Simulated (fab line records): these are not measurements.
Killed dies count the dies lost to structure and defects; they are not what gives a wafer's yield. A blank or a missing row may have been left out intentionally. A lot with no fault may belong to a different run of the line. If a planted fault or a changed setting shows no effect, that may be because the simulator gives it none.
fab line records | flow sky130
[record] lots = 5 wafers = 15 last-day = 49
route steps=708 shown VT_ADJUST_HVTR@140 VT_ADJUST_PCH@143 SONOS_TUNNEL@154 SONOS_ONO@168 PAD_OPEN@708
lots that met no fault: taken from a fault-free run of the same line
start-h: hours from the record's opening day to when the first of the lot's shown wafers began | wait-h: hours since the lot's step before | " repeats the value in the row above | L1.1+2: one row covering several wafers at once | - no value, or no start was given | * or withheld: withheld | < > ~ a bound
route shown NAME@n: NAME is a module with steps in the file, n the number in the route of the first one | usual: the fault-free wafers' mean and standard deviation | same: alike in all rows | chamber/n: place in a boat | sites: each site's reading | _std_site: their standard deviation | _edge_site: outer sites' mean less inner sites' | radius-mm: for every site, how far away it sits from the centre of the wafer | mask NAME#n: copy n | behind: the tool/chamber that last shaped the wafer | hold: why the lot went on hold/how many hours it stayed there/how the hold came to an end | device: transistor that didn't switch, given as n, p or np | end of line: tests of these same wafers at the route's end | a step given without rows: its recipe and nothing more | killed: dies lost to structure and defects at the first sort, not the wafer's yield | map: a wafer's dies, marking killed ones x, the rest . and places with no die _
set.NAME: the setting the step ran with; set.NAME@STEP: the setting that earlier step ran with | model.NAME: the simulator's own value behind a step, which no gauge read
a table for each step, a row for each wafer; lots at some steps of the route
services: a tool's chamber out of use, with start hour (start-h, from the record's first day; less than 0 if before it), hours out, and reason
[[steps]]
[step SKY_VT_ADJUST_HVTR_IMPLANT_09]
[recipe] species = B energy-kev = 10 dose-cm2 = 2.1e+12 tilt-deg = withheld
[step SKY_VT_ADJUST_HVTR_STRIP_10]
[recipe] chemistry = O2/N2 power-w = 1400 pressure-mtorr = 1500 platen-temp-c = withheld o2-flow-sccm = 3000 n2-flow-sccm = 300 overash-fraction = 0.5
[usual] drypump-motor-current-A = 5.6/0.39 oes-product-au = 0.716/0.0044 strip-time-to-endpoint-s = 14.18/0.035
// columns lot.wafer tool chamber start-h wait-h drypump-motor-current-A oes-product-au rf-hours-counter-h strip-time-to-endpoint-s
L359.1 plasma-asher-03 1 220.64 0.1 5.5 0.721 54 14.22
L359.2 " 0 " " 5.8 0.720 54 14.21
L359.5 " 0 " " 5.8 0.730 - 14.17
L362.2 plasma-asher-01 0 250.24 0.1 5.2 0.707 14 14.19
L362.3 " 1 " " 6.2 0.715 - 14.20
L362.6 " 1 " " 6.2 0.718 - 14.17
L369.3 plasma-asher-01 1 296.18 0.1 6.2 0.710 - 14.06
L369.4 " 0 " " 5.2 0.716 - 14.12
L369.5 " 0 " " 5.2 0.709 - 14.11
L372.1 plasma-asher-02 1 317.74 0.1 5.9 0.712 49 14.20
L372.4 " 1 " " 5.9 0.719 - 14.20
L372.5 " 1 " " 5.9 0.712 - 14.21
L377.1 plasma-asher-02 1 356.04 0.1 5.9 0.718 53 14.18
L377.4 " 1 " " 5.9 0.721 - 14.22
L377.5 " 1 " " 5.9 0.713 - 14.19
[step SKY_VT_ADJUST_HVTR_TW_MEAS_11]
[usual] VT_ADJUST_HVTR_TW = 211.0/2.9
// columns lot.wafer tool chamber start-h wait-h VT_ADJUST_HVTR_TW
L359.1 film-metro-04 - 220.74 0.1 209.0
L359.2 " - " " 209.2
L359.5 " - " " 208.8
L362.2 film-metro-04 - 250.35 0.1 208.3
L362.3 " - " " 207.9
L362.6 " - " " 208.0
L369.3 film-metro-03 - 296.26 0.1 214.9
L369.4 " - " " 216.4
L369.5 " - " " 216.0
L372.1 film-metro-04 - 317.84 0.1 208.9
L372.4 " - " " 208.0
L372.5 " - " " 207.9
L377.1 film-metro-03 - 356.14 0.1 214.6
L377.4 " - " " 213.6
L377.5 " - " " 213.8
[step SKY_VT_ADJUST_PCH_DEHYDRATE_00]
[recipe] temp-c = 200 time-s = 60
[step SKY_VT_ADJUST_PCH_HMDS_01]
[recipe] prime-time-s = 60 prime-temp-c = 120
[step SKY_VT_ADJUST_PCH_COAT_02]
[recipe] spin-rpm = 2000 resist-thk-nm = 3000
[step SKY_VT_ADJUST_PCH_SOFTBAKE_03]
[recipe] temp-c = 110 time-s = withheld
[step SKY_VT_ADJUST_PCH_EXPOSE_04]
[recipe] mask-id = NWM na = 0.6 source-shape = conventional sigma-outer = 0.6 polarization = unpolarized target-cd-nm = 840 dose-mj = 255
[step SKY_VT_ADJUST_PCH_PEB_05]
[recipe] temp-c = 115 time-s = withheld
[step SKY_VT_ADJUST_PCH_DEVELOP_06]
[recipe] wall-angle-deg = 90 developer = TMAH develop-time-s = 60 dev-temp-c = 23
[step SKY_VT_ADJUST_PCH_OVL_MEAS_07]
[usual] VT_ADJUST_PCH_OVL = 0.3/1.2
// columns lot.wafer tool chamber start-h wait-h VT_ADJUST_PCH_OVL[nm]
L359.1 overlay-02 - 243.44 - 0.5
L359.2 " - " " -0.9
L359.5 " - " " -0.7
L362.2 overlay-01 - 272.64 - 0.3
L362.3 " - " " 1.0
L362.6 " - " " 0.5
L369.3 overlay-02 - 321.80 - 1.9
L369.4 " - " " 1.9
L369.5 " - " " 0.6
L372.1 overlay-02 - 344.13 - -0.3
L372.4 " - " " -0.6
L372.5 " - " " 0.5
L377.1 overlay-02 - 384.43 - -0.8
L377.4 " - " " -0.9
L377.5 " - " " -0.2
[step SKY_VT_ADJUST_PCH_IMPLANT_08]
[recipe] species = B energy-kev = 10 dose-cm2 = 5e+11 tilt-deg = withheld
[step SKY_VT_ADJUST_PCH_STRIP_09]
[recipe] chemistry = O2/N2 power-w = 1400 pressure-mtorr = 1500 platen-temp-c = withheld o2-flow-sccm = 3000 n2-flow-sccm = 300 overash-fraction = 0.5
[usual] drypump-motor-current-A = 5.6/0.64 oes-product-au = 0.722/0.0042 strip-time-to-endpoint-s = 36.91/0.096
// columns lot.wafer tool chamber start-h wait-h drypump-motor-current-A oes-product-au rf-hours-counter-h strip-time-to-endpoint-s
L359.1 plasma-asher-02 1 243.62 0.1 5.9 0.716 42 36.92
L359.2 " 0 " " 5.1 0.730 42 36.88
L359.5 " 0 " " 5.1 0.715 - 36.80
L362.2 plasma-asher-04 1 272.82 0.1 4.7 0.724 56 36.90
L362.3 " 0 " " 6.7 0.725 - 36.83
L362.6 " 0 " " 6.7 0.720 - 36.92
L369.3 plasma-asher-03 1 322.00 0.1 5.5 0.721 - 37.01
L369.4 " 0 " " 5.8 0.724 - 37.09
L369.5 " 1 " " 5.5 0.731 - 37.00
L372.1 plasma-asher-03 1 344.32 0.1 5.5 0.721 67 36.84
L372.4 " 1 " " 5.5 0.720 - 36.73
L372.5 " 0 " " 5.8 0.723 - 36.79
L377.1 plasma-asher-04 1 384.62 0.1 4.7 0.724 67 36.94
L377.4 " 1 " " 4.7 0.725 - 36.80
L377.5 " 1 " " 4.7 0.717 - 36.93
[step SKY_VT_ADJUST_PCH_TW_MEAS_10]
[usual] VT_ADJUST_PCH_TW = 141.7/0.8
// columns lot.wafer tool chamber start-h wait-h VT_ADJUST_PCH_TW
L359.1 film-metro-01 - 243.72 0.1 141.5
L359.2 " - " " 142.3
L359.5 " - " " 141.9
L362.2 film-metro-04 - 272.93 0.1 141.5
L362.3 " - " " 140.8
L362.6 " - " " 142.4
L369.3 film-metro-04 - 322.09 0.1 140.7
L369.4 " - " " 141.1
L369.5 " - " " 140.3
L372.1 film-metro-04 - 344.42 0.1 141.2
L372.4 " - " " 140.4
L372.5 " - " " 141.2
L377.1 film-metro-02 - 384.72 0.1 140.9
L377.4 " - " " 141.2
L377.5 " - " " 140.3
[step SKY_SONOS_TUNNEL_DEHYDRATE_00]
[recipe] temp-c = 200 time-s = 60
[step SKY_SONOS_TUNNEL_HMDS_01]
[recipe] prime-time-s = 60 prime-temp-c = 120
[step SKY_SONOS_TUNNEL_COAT_02]
[recipe] resist = NOVOLAK spin-rpm = 3000 resist-thk-nm = 1140
[step SKY_SONOS_TUNNEL_SOFTBAKE_03]
[recipe] temp-c = 90 time-s = 60 resist = NOVOLAK
[step SKY_SONOS_TUNNEL_EXPOSE_04]
[recipe] mask-id = TUNM na = 0.6 source-shape = conventional sigma-outer = 0.6 polarization = unpolarized target-cd-nm = 410 dose-mj = 136
[step SKY_SONOS_TUNNEL_PEB_05]
[recipe] temp-c = withheld time-s = * resist = NOVOLAK
[step SKY_SONOS_TUNNEL_DEVELOP_06]
[recipe] resist = NOVOLAK developer = TMAH develop-time-s = 60 dev-temp-c = 23.45
[step SKY_SONOS_TUNNEL_CD_MEAS_07]
[recipe] target-cd-nm = 410
[usual] cd-nm = 410.6/2.6
// columns lot.wafer tool chamber start-h wait-h cd-nm
L359.1 cd-sem-02 - 266.83 0.1 411.2
L359.2 " - " " 410.1
L359.5 " - " " 412.1
L362.2 cd-sem-01 - 296.90 0.1 409.4
L362.3 " - " " 407.4
L362.6 " - " " 409.9
L369.3 cd-sem-02 - 348.12 0.1 411.3
L369.4 " - " " 413.5
L369.5 " - " " 412.8
L372.1 cd-sem-01 - 372.18 0.1 410.5
L372.4 " - " " 410.2
L372.5 " - " " 409.3
L377.1 cd-sem-02 - 413.78 0.1 413.5
L377.4 " - " " 411.2
L377.5 " - " " 412.5
[step SKY_SONOS_TUNNEL_OVL_MEAS_08]
[usual] SONOS_TUNNEL_OVL = 0.6/1.2
// columns lot.wafer tool chamber start-h wait-h SONOS_TUNNEL_OVL[nm]
L359.1 overlay-02 - 266.95 0.1 3.1
L359.2 " - " " -0.2
L359.5 " - " " 0.4
L362.2 overlay-02 - 297.01 0.1 1.7
L362.3 " - " " -0.2
L362.6 " - " " 0.9
L369.3 overlay-02 - 348.22 0.1 0.2
L369.4 " - " " -0.2
L369.5 " - " " 0.8
L372.1 overlay-01 - 372.30 0.1 1.2
L372.4 " - " " 1.7
L372.5 " - " " -0.4
L377.1 overlay-02 - 413.90 0.1 0.8
L377.4 " - " " -0.6
L377.5 " - " " 0.2
[step SKY_SONOS_TUNNEL_IMPLANT_09]
[recipe] species = B energy-kev = 20 dose-cm2 = 1e+12 tilt-deg = withheld
[step SKY_SONOS_TUNNEL_WET_ETCH_10]
[recipe] chemistry = dHF target-depth-nm = 14 target = SiO2 dilution = 100:1 temp-c = 25 time-s = 280
[step SKY_SONOS_TUNNEL_STRIP_11]
[recipe] chemistry = SPM time-s = 600 temp-c = 130
[step SKY_SONOS_TUNNEL_TW_MEAS_12]
[usual] SONOS_TUNNEL_TW = 197.6/2.4
// columns lot.wafer tool chamber start-h wait-h SONOS_TUNNEL_TW
L359.1 film-metro-01 - 267.41 0.0 196.5
L359.2 " - " " 196.7
L359.5 " - " " 197.1
L362.2 film-metro-01 - 297.46 0.0 197.1
L362.3 " - " " 198.3
L362.6 " - " " 196.8
L369.3 film-metro-04 - 348.69 0.0 195.3
L369.4 " - " " 195.1
L369.5 " - " " 194.8
L372.1 film-metro-01 - 372.79 0.0 197.6
L372.4 " - " " 198.2
L372.5 " - " " 197.8
L377.1 film-metro-01 - 414.37 0.0 194.6
L377.4 " - " " 196.0
L377.5 " - " " 196.2
[step SKY_SONOS_TUNNEL_CLEAN_13]
[recipe] chemistry = dHF time-s = 20 dilution = 100:1 dry = ipa-marangoni
[step SKY_SONOS_ONO_OXIDATION_00]
[recipe] temp-c = 800 ambient = O2 idle-temp-c = 700 ramp-up-c-per-min = 10 ramp-down-c-per-min = 3 stabilise-s = 600 purge-s = 300 target-thk-a = 26 ox-time-s = 1249
[step SKY_SONOS_ONO_THK_MEAS_01]
[recipe] reads = SiO2_of_SONOS_ONO_OXIDATION_00
[usual] SONOS_ONO_OXIDATION_THK = 2.59/0.056
// columns lot.wafer tool chamber start-h wait-h SONOS_ONO_OXIDATION_THK[nm]
L359.1 film-metro-03 - 273.80 0.0 2.71
L359.2 " - " " 2.59
L359.5 " - " " 2.65
L362.2 film-metro-01 - 298.88 0.0 2.56
L362.3 " - " " 2.63
L362.6 " - " " 2.54
L369.3 film-metro-01 - 351.76 0.0 2.61
L369.4 " - " " 2.56
L369.5 " - " " 2.59
L372.1 film-metro-02 - 374.21 0.0 2.58
L372.4 " - " " 2.55
L372.5 " - " " 2.53
L377.1 film-metro-03 - 418.11 0.0 2.58
L377.4 " - " " 2.66
L377.5 " - " " 2.57
[step SKY_SONOS_ONO_CVD_02]
[recipe] material = Si3N4 precursor = DCS/NH3 target-thk-nm = 10.5 temp-c = 770 time-s = 180 pressure-mtorr = 250
[step SKY_SONOS_ONO_THK_MEAS_03]
[recipe] reads = Si3N4_of_SONOS_ONO_CVD_02
[usual] SONOS_ONO_CVD_02_THK = 10.56/0.14
// columns lot.wafer tool chamber start-h wait-h SONOS_ONO_CVD_02_THK[nm]
L359.1 film-metro-03 - 276.85 0.0 10.38
L359.2 " - " " 10.46
L359.5 " - " " 10.51
L362.2 film-metro-02 - 300.43 0.0 10.28
L362.3 " - " " 10.13
L362.6 " - " " 10.26
L369.3 film-metro-01 - 353.40 0.0 10.51
L369.4 " - " " 10.53
L369.5 " - " " 10.55
L372.1 film-metro-01 - 376.45 0.0 10.74
L372.4 " - " " 10.84
L372.5 " - " " 10.72
L377.1 film-metro-02 - 419.22 0.0 10.55
L377.4 " - " " 10.56
L377.5 " - " " 10.48
[step SKY_SONOS_ONO_CVD_04]
[recipe] material = SiO2 precursor = SiH4/N2O target-thk-nm = 5.7199 temp-c = 900 pressure-mtorr = 400
[step SKY_SONOS_ONO_THK_MEAS_05]
[recipe] reads = SiO2_of_SONOS_ONO_CVD_04
[usual] SONOS_ONO_CVD_04_THK = 5.71/0.11
// columns lot.wafer tool chamber start-h wait-h SONOS_ONO_CVD_04_THK[nm]
L359.1 film-metro-03 - 278.16 0.0 5.81
L359.2 " - " " 5.74
L359.5 " - " " 5.81
L362.2 film-metro-03 - 301.74 0.0 5.71
L362.3 " - " " 5.80
L362.6 " - " " 5.75
L369.3 film-metro-02 - 355.52 0.0 5.79
L369.4 " - " " 5.77
L369.5 " - " " 5.85
L372.1 film-metro-03 - 377.76 0.0 5.77
L372.4 " - " " 5.87
L372.5 " - " " 5.81
L377.1 film-metro-01 - 420.53 0.0 5.85
L377.4 " - " " 5.84
L377.5 " - " " 5.88
[step SKY_SONOS_ONO_DEHYDRATE_06]
[recipe] temp-c = 200 time-s = 60
[step SKY_SONOS_ONO_HMDS_07]
[recipe] prime-time-s = 60 prime-temp-c = 120
[step SKY_SONOS_ONO_COAT_08]
[recipe] resist = NOVOLAK spin-rpm = 3000 resist-thk-nm = 1140
[step SKY_SONOS_ONO_SOFTBAKE_09]
[recipe] temp-c = 90 time-s = 60 resist = NOVOLAK
[step SKY_SONOS_ONO_EXPOSE_10]
[recipe] mask-id = ONOM target-cd-nm = 410 na = 0.6 source-shape = conventional sigma-outer = 0.6 dose-mj = 150
[step SKY_SONOS_ONO_PEB_11]
[recipe] temp-c = withheld time-s = * resist = NOVOLAK
[step SKY_SONOS_ONO_DEVELOP_12]
[recipe] develop-time-s = 60 dev-temp-c = 23
[step SKY_SONOS_ONO_CD_MEAS_13]
[recipe] target-cd-nm = 410
[usual] cd-nm = 409.2/2.3
// columns lot.wafer tool chamber start-h wait-h cd-nm
L359.1 cd-sem-02 - 302.78 0.1 407.2
L359.2 " - " " 407.9
L359.5 " - " " 407.7
L362.2 cd-sem-01 - 327.25 0.1 407.3
L362.3 " - " " 408.1
L362.6 " - " " 407.5
L369.3 cd-sem-01 - 383.63 0.1 407.7
L369.4 " - " " 408.2
L369.5 " - " " 405.2
L372.1 cd-sem-01 - 406.08 0.1 411.6
L372.4 " - " " 415.2
L372.5 " - " " 412.7
L377.1 cd-sem-02 - 450.93 0.1 408.6
L377.4 " - " " 409.2
L377.5 " - " " 411.3
[step SKY_PAD_OPEN_PROBE_99]
[usual] killed_at_M0_to_M3 = 44/6.6 killed_at_M4_up = 2.9/1.8 killed-at-contacts = 24/4.8 killed-at-front-end = 15/4.5 killed-at-other = 0.3/0.64 killed-dies = 86/8.7 killed-open = 47/6.5 killed-short = 39/5.8
[same] gross-dies = 492 killed-at-back-side = 0
// columns lot.wafer tool chamber start-h wait-h killed_at_M0_to_M3 killed_at_M4_up killed-at-contacts killed-at-front-end killed-at-other killed-dies killed-open killed-short
L359.1 prober-02 - 1091.66 0.1 37 1 27 18 0 83 49 34
L359.2 prober-02 - 1091.71 0.1 46 3 33 13 0 95 56 39
L359.5 prober-02 - 1091.86 0.2 46 3 24 18 0 91 46 44
L362.2 prober-01 - 1110.55 0.1 44 1 27 66 2 140 51 34
L372.1 prober-01 - 1159.90 0.1 47 1 17 12 0 77 38 39
L372.4 prober-01 - 1160.05 0.2 48 4 26 15 1 94 50 42
L372.5 prober-01 - 1160.10 0.2 38 3 21 19 0 81 39 41
L377.1 prober-02 - 1185.26 0.1 37 5 22 10 1 75 50 24
L377.4 prober-02 - 1185.41 0.2 36 3 25 15 0 79 39 39
L377.5 prober-02 - 1185.46 0.2 46 3 17 21 2 89 45 43
// killed by level:class
L359.1 VIA1:geometric-particle:open=10 CONTACT:geometric-particle:open=8 LI_CONTACT:geometric-particle:open=7 POLY_GATE:geometric-particle:open=5 LOCAL_INTERCONNECT:geometric-particle:short=5 METAL1:geometric-particle:short=5 VIA1:geometric-particle:short=5 FIELD_ISO:geometric-particle:open=4
L359.2 VIA1:geometric-particle:open=11 CONTACT:geometric-particle:open=9 VIA3:geometric-particle:open=9 LOCAL_INTERCONNECT:geometric-particle:short=8 LI_CONTACT:geometric-particle:open=8 VIA2:geometric-particle:open=6 CONTACT:geometric-particle:short=6 FIELD_ISO:geometric-particle:open=4
L359.5 VIA3:geometric-particle:open=11 FIELD_ISO:geometric-particle:short=8 VIA1:geometric-particle:open=7 FIELD_ISO:geometric-particle:open=6 CONTACT:geometric-particle:open=6 LI_CONTACT:geometric-particle:open=5 VIA2:geometric-particle:open=5 VIA3:geometric-particle:short=5
L362.2 VT_ADJUST_PCH:unspecified=54 CONTACT:geometric-particle:open=10 VIA1:geometric-particle:open=8 VIA2:geometric-particle:open=8 VIA3:geometric-particle:open=7 LI_CONTACT:geometric-particle:open=6 CONTACT:geometric-particle:short=5 POLY_GATE:geometric-particle:short=4
L372.1 VIA1:geometric-particle:open=9 METAL1:geometric-particle:short=9 VIA2:geometric-particle:open=7 CONTACT:geometric-particle:short=5 VIA3:geometric-particle:open=5 LOCAL_INTERCONNECT:geometric-particle:short=4 VIA3:geometric-particle:short=4 LI_CONTACT:geometric-particle:open=3
L372.4 VIA1:geometric-particle:open=14 VIA3:geometric-particle:open=9 LI_CONTACT:geometric-particle:open=8 METAL2:geometric-particle:short=6 LOCAL_INTERCONNECT:geometric-particle:short=6 CONTACT:geometric-particle:open=5 METAL1:geometric-particle:short=5 FIELD_ISO:geometric-particle:open=4
L372.5 VIA1:geometric-particle:open=7 LI_CONTACT:geometric-particle:open=6 LOCAL_INTERCONNECT:geometric-particle:short=6 POLY_GATE:geometric-particle:short=5 CONTACT:geometric-particle:open=5 VIA1:geometric-particle:short=5 POLY_GATE:geometric-particle:open=4 METAL1:geometric-particle:short=4
L377.1 LI_CONTACT:geometric-particle:open=9 CONTACT:geometric-particle:open=9 METAL2:geometric-particle:short=8 VIA3:geometric-particle:open=5 VIA1:geometric-particle:open=5 FIELD_ISO:geometric-particle:open=4 VIA1:geometric-particle:short=4 VIA2:geometric-particle:open=4
L377.4 LI_CONTACT:geometric-particle:open=7 CONTACT:geometric-particle:open=7 VIA1:geometric-particle:open=7 POLY_GATE:geometric-particle:open=6 LOCAL_INTERCONNECT:geometric-particle:short=6 VIA1:geometric-particle:short=6 VIA2:geometric-particle:short=4 VIA2:geometric-particle:open=4
L377.5 METAL2:geometric-particle:short=10 VIA1:geometric-particle:open=10 LI_CONTACT:geometric-particle:open=7 VIA3:geometric-particle:open=7 FIELD_ISO:geometric-particle:short=6 FIELD_ISO:geometric-particle:open=6 METAL1:geometric-particle:short=6 POLY_GATE:geometric-particle:open=4
// map L362.2 (x killed, . not)
__________.x...x.x.._________
________.............x_______
______.....xx.....xx..x._____
_____..............x...x.____
____....x.x..x...x........___
___...........x...x..xxx...__
__.x...........x..x.xx.x.xx._
_.x.........x.......xxxxxxxxx
_xx......x.x..........xxxxxxx
_...x...............xxxxxxxxx
_.......x...........xxxxxxxxx
_x.x..x.....x.........xxxxxxx
_..x.x.........x..x...xxxxxxx
_............x...xxx...xxxxxx
_..........x.xx...x.x......x.
__.........x.......x.x.x...._
___x..x...x.xx.x.x..x..x...__
____.......x.........xx...___
_____.x.x...x...x.......x____
______xxx..x...x......x._____
________x....xx......._______
__________x.....x..._________
// map L377.5 (x killed, . not)
__________....x....._________
________......x......x_______
______x...x............._____
_____.....x....xx.xx.x...____
____......x...............___
___.....x..................__
__x.......x.....x.........x._
_.xxx.xxx...........x....x...
_......x............xx......x
_.x.......x.......xx....x.xxx
_.x..................x.....xx
_.xx..........xx......x......
_.x...........x......x......x
_...........x......x..x..x...
_.x......x....x..x.....x..x..
__.......x........x..x.....x_
___.x...x.x............x...__
____.....xxx.........x.x..___
_____......x.xx......xx.x____
______.......x........x._____
________x.....xx......_______
__________xxx.....xx_________
[[services]]
// columns tool chamber start-h hours kind
plasma-asher-03 - 202.00 6.6 repair
plasma-asher-01 - 235.04 0.4 repair
plasma-asher-02 - 235.80 7.0 repair
plasma-asher-04 - 241.06 3.0 repair
plasma-asher-03 - 285.45 2.8 pm
plasma-asher-04 - 303.73 0.5 repair
plasma-asher-03 - 331.46 2.5 repair
plasma-asher-03 - 366.31 5.7 repair
[[key]]
[first-sign] step = SKY_PAD_OPEN_PROBE_99 reading = killed-at-front-end direction = up sigmas = 11 usual = 15 struck = 66
[effect] step = SKY_PAD_OPEN_PROBE_99 reading = killed-dies direction = up sigmas = 6.2 usual = 86 struck = 140
met-at SKY_VT_ADJUST_PCH_STRIP_09
struck-wafers L362.2
tester-left-out L362
[fault] kind = chamber-particle-source tool = plasma-asher-04 chamber = 1 onset-h = 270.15 steps = SKY_VT_ADJUST_PCH_STRIP_09 rate-per-visit-cm2 = 1.4857 end-h = 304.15
// tester-left-out: of these lots the tester's yield and bins aren't shown, on N5 and GAA mostly nor the transistor test; their killed dies are dies lost to structure and defects alone, not to doping, threshold or leakage, so they don't give the yield
